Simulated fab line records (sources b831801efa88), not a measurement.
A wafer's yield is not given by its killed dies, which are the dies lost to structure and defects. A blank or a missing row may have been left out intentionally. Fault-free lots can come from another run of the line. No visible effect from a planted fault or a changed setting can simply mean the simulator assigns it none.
Comparing a struck lot with a sound one | flow sky130 | 32 out of 708 route steps
Sound: the wafers L981.3, L981.4, L981.5. Struck: wafer L985.4 (L985.3, L985.6, from the same lot, were not struck and are left out); the cause is given at the end.
Order at every step that has rows: each side's tool, ch and its chambers, its first start. Under that, the readings that differ: sound wafers | struck wafers | difference of the means | sigmas: that difference in standard deviations of wafers without a fault.
alike: readings with means less than 2 such deviations apart, plus words and numbers identical on both sides. not compared: withheld readings, readings lacking a value on some wafer, bounds such as >300 that could conceal the same value, and numbers that have no deviation in the record and whose values overlap.
A row with sigmas, a row that says differs or no value, or rows on one side alone: a step with any of these is where the two part. When numbers do not overlap yet have no deviation, they are printed without sigmas and do not part them. A reading missing from all wafers of one side parts the sides only when that side holds two or more wafers.

first, 1 step without rows for these wafers: SKY_VIA1_ETCH_15 (etches SiO2 in C4F8/O2/Ar, stops on TiN, target depth 351 nm, time 54 s).
SKY_VIA1_STRIP_16: strips in O2/N2.
  sound on plasma asher-02 ch 0,1, day 35 03:53; struck on plasma asher-04 ch 1, day 36 12:20
  alike: drypump motor current A, oes product au, strip time to endpoint s
  not compared: rf hours counter h
then, 5 steps without rows for these wafers: SKY_VIA1_STRIP_17 (strips in post etch residue remover, time 1200 s); SKY_VIA1_CLEAN_18 (cleans in IPA, time 180 s); SKY_VIA1_CLEAN_19 (cleans in O3/DIW); SKY_VIA1_SPUTTER_20 (material TiN, target thk 20 nm, time 80 s); SKY_VIA1_CVD_21 (deposits W, target thk 270 nm, time 80.902 s).
SKY_VIA1_RS_MEAS_22: a four-point-probe measurement.
  sound on film metro-04, day 35 04:47; struck on film metro-04, day 36 13:08
  alike: VIA1_W_RS
SKY_VIA1_THK_MEAS_23: measures by xrf.
  sound on film metro-04, day 35 04:53; struck on film metro-04, day 36 13:14
  alike: VIA1_W_THK
SKY_VIA1_CMP_24: polishes, stops on SiO2, t overpolish 15 s, target thk 0 nm.
  sound on cmp-01 ch 1,3, day 35 04:58; struck on cmp-02 ch 3, day 36 13:16
  reading            | sound             | struck | difference | sigmas
  slurry flow ml min | 150.0 149.7 150.0 | 151.0  | +1.1       | +2
  alike: motor current A, overpolish run s, time to endpoint s
SKY_METAL2_SPUTTER_00: material Ti, target thk 15 nm, time 10 s.
  sound on pvd sputter-04, day 35 05:13; struck on pvd sputter-01, day 36 13:34
  alike: throttle valve pct
then, 1 step without rows for these wafers: SKY_METAL2_SPUTTER_01 (material TiN, target thk 20 nm, time 16.7 s).
SKY_METAL2_SPUTTER_02: material AlCu, target thk 250 nm, time 13.3 s.
  sound on pvd sputter-04, day 35 05:16; struck on pvd sputter-01, day 36 13:37
  reading                                     | sound           | struck | difference | sigmas
  model.AlCu_of_METAL2_SPUTTER_02.thk nm (nm) | 247.5 249 250.4 | 380.4  | +131.4     |
  alike: throttle valve pct
then, 2 steps without rows for these wafers: SKY_METAL2_SPUTTER_03 (material Ti, target thk 5 nm, time 3.3 s); SKY_METAL2_SPUTTER_04 (material TiN, target thk 70 nm, time 58.3 s).
SKY_METAL2_RS_MEAS_05: a four-point-probe measurement.
  sound on film metro-02, day 35 05:24; struck on film metro-01, day 36 13:45
  reading                 | sound                | struck | difference | sigmas
  METAL2_ALCU_RS (ohm/sq) | 0.1280 0.1271 0.1263 | 0.0824 | -0.0447    | -45
SKY_METAL2_THK_MEAS_06: measures by xrf.
  sound on film metro-02, day 35 05:30; struck on film metro-01, day 36 13:51
  reading              | sound             | struck | difference | sigmas
  METAL2_ALCU_THK (nm) | 248.2 249.7 251.9 | 383.8  | +133.9     | +54
then, 8 steps without rows for these wafers: SKY_METAL2_DEHYDRATE_07 (time 60 s); SKY_METAL2_HMDS_08 (prime time 60 s); SKY_METAL2_COAT_09 (resist thk 60 nm); SKY_METAL2_COAT_10 (resist thk 450 nm); SKY_METAL2_SOFTBAKE_11 (time 90 s); SKY_METAL2_EXPOSE_12 (exposes mask MM2, target cd 140 nm); SKY_METAL2_PEB_13; SKY_METAL2_DEVELOP_14 (develop time 60 s).
SKY_METAL2_CD_MEAS_15: target cd 140 nm.
  sound on cd sem-02, day 36 07:27; struck on cd sem-01, day 37 15:21
  alike: cd nm
SKY_METAL2_OVL_MEAS_16:
  sound on overlay-02, day 36 07:32; struck on overlay-02, day 37 15:27
  alike: METAL2_OVL
SKY_METAL2_DESCUM_17: chemistry O2, time 8 s.
  sound on rie metal-01 ch 0,1, day 36 07:35; struck on rie metal-02 ch 1, day 37 15:29
  alike: drypump motor current A, oes product au
  not compared: rf hours counter h
SKY_METAL2_ETCH_18: etches BARC in N2/H2, stops on SiO2, time 45.9 s, target depth 60 nm.
  sound on rie metal-01 ch 0,1, day 36 07:37; struck on rie metal-02 ch 1, day 37 15:31
  reading                | sound                | struck | difference | sigmas
  oes product au (a.u.)  | 0.856 0.851 0.846    | 0.861  | +0.010     | +2
  throttle valve pct (%) | 13.230 13.238 13.244 | 13.210 | -0.027     | -3
  alike: drypump motor current A
  not compared: rf hours counter h
SKY_METAL2_METAL_ETCH_19: etches the open film in Cl2/BCl3, stops on SiO2, target depth 360 nm, time 78 s.
  sound on rie metal-01 ch 0,1, day 36 07:41; struck on rie metal-02 ch 1, day 37 15:35
  reading               | sound             | struck | difference | sigmas
  oes product au (a.u.) | 0.848 0.854 0.863 | 0.998  | +0.143     | +26
  alike: drypump motor current A, throttle valve pct
  not compared: rf hours counter h
then, 1 step without rows for these wafers: SKY_METAL2_STRIP_20 (strips in O2/N2).
-- the record jumps here: 10 days lie between the struck wafers' starts before and after (it left off in module METAL2 and takes up again in module PAD_OPEN, whose first step shown is number 708 of the route) --
SKY_PAD_OPEN_PROBE_99:
  record: rows for the struck wafers here (prober-01, day 47 17:01), none for the sound ones

== WHERE THEY PART ==
Last at SKY_PAD_OPEN_PROBE_99 as far as this record goes, first at SKY_VIA1_CMP_24.

WHY: whatever the simulator had introduced
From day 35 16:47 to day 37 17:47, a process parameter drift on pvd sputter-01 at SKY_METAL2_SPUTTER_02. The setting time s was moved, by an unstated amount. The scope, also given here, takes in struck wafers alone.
